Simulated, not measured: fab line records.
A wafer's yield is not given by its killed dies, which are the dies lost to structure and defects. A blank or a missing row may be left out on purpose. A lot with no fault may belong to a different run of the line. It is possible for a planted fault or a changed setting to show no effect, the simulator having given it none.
Code-filled problem report in 8D (eight disciplines) form | flow sky130 | the parts of the form that need people (team, actions taken, sign-off) are left out

1. THE PROBLEM
Mean of oes product au at SKY_METAL1_METAL_ETCH_19: 0.375 a.u. across 6 wafers in 2 lots; on wafers with no fault it is 0.855 a.u. (standard deviation 0.0055). Measured from the usual mean, that is -87 standard deviations.
The step: etches the open film in Cl2/BCl3, stops on SiO2, target depth 360 nm, time 78 s.
Earliest sighting: wafer L129.3 on rie metal-01 at day 36 00:34. Wafers with a number at this step in the record: 27, from 9 lots. Rule for "out" (also "out of limits"): further than 4 standard deviations from the usual mean. The other wafers with a number count as sound.

2. WHAT IT IS, WHAT IT ISN'T
question                    | is                     | is not
which readings at this step | oes product au         | bcl3 flow sccm, drypump motor current A, he backside leak sccm
which lots                  | L129, L130             | L131, L132, L133, L136, L137, L138, L139
which wafers of those lots  | all that have a number | -
read on which tools         | rie metal-01           | rie metal-02, rie metal-03
when                        | from day 36 00:34      | up to then (0 sound wafers); but 21 sound wafers of L131, L132, L133, L136, L137, L138, L139 came after

3. THE SUSPECTS, EACH WITH WHAT RULES IT OUT
Counting: a tool stays on the suspect list if, at a process step up to the reading, it processed all lots that are out and no sound lot following the first of them.
- rie metal-01 at SKY_METAL1_ETCH_18 (etches BARC in N2/H2, stops on SiO2, time 45.9 s, target depth 60 nm): ruled out as a lasting fault. The sound lots L133, L136, L137, L139 went through it after L129, its earliest lot that is out (day 36 00:28).
- rie metal-01 at SKY_METAL1_METAL_ETCH_19 (etches the open film in Cl2/BCl3, stops on SiO2, target depth 360 nm, time 78 s): ruled out as a lasting fault. The sound lots L133, L136, L137, L139 went through it after L129, its earliest lot that is out (day 36 00:34).
Left after counting: nothing in the record.

4. THE CAUSE (what the simulator had put in)
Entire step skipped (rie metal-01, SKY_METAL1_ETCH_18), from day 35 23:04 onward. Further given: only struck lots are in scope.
Counting ruled it out, wrongly.

5. THE EFFECT CHAIN, in route order
One row per reading whose mean, taken over the struck wafers that have a number, lies over 3 standard deviations from the usual. Only readings for which the record gives a usual standard deviation are gone through. hours: the time from each lot's start at the first step in this table that gives one to its start at this step, as a median over the lots. sigmas: the change in usual standard deviations.
hours | step                     | reading                  | usual      | on struck wafers | change | sigmas
0     | SKY_METAL1_METAL_ETCH_19 | oes product au           | 0.855 a.u. | 0.375            | -0.480 | -87
0     | SKY_METAL1_STRIP_20      | oes product au           | 0.342 a.u. | 0.364            | +0.022 | +4.2
0     | SKY_METAL1_STRIP_20      | strip time to endpoint s | 2.70 s     | 3.19             | +0.49  | +13
292   | SKY_PAD_OPEN_PROBE_99    | defect limited yield     | 82.7 %     | 0.0              | -82.7  | -44
292   | SKY_PAD_OPEN_PROBE_99    | killed_at_M0_to_M3       | 43         | 448              | +405   | +61
292   | SKY_PAD_OPEN_PROBE_99    | killed dies              | 85         | 492              | +407   | +44
292   | SKY_PAD_OPEN_PROBE_99    | killed on rim            | 17         | 96               | +79    | +22
292   | SKY_PAD_OPEN_PROBE_99    | sort_bin_5_function      | 10.2 %     | 93.0             | +82.8  | +55
292   | SKY_PAD_OPEN_PROBE_99    | sort n pass              | 407        | 0                | -407   | -44
292   | SKY_PAD_OPEN_PROBE_99    | sort yield pct           | 82.7 %     | 0.0              | -82.7  | -44
The process steps in it:
- SKY_METAL1_METAL_ETCH_19: etches the open film in Cl2/BCl3, stops on SiO2, target depth 360 nm, time 78 s.
- SKY_METAL1_STRIP_20: strips in O2/N2.
- SKY_PAD_OPEN_PROBE_99
Readings that are blank on the struck wafers while sound wafers have them: bias w at SKY_METAL1_ETCH_18; chamber pressure mTorr at SKY_METAL1_ETCH_18; drypump motor current A at SKY_METAL1_ETCH_18; h2 flow sccm at SKY_METAL1_ETCH_18; he backside leak sccm at SKY_METAL1_ETCH_18; oes product au at SKY_METAL1_ETCH_18; throttle valve pct at SKY_METAL1_ETCH_18.

6. WHAT WOULD HAVE CAUGHT IT SOONER
In this record the first reading out of limits was taken at day 36 00:34, 1 hour after the fault began at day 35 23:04.
At SKY_METAL1_ETCH_18 the tool's readings are blank on the struck wafers, where sound wafers have them: an empty tool record is the first sign, and it was there at once.
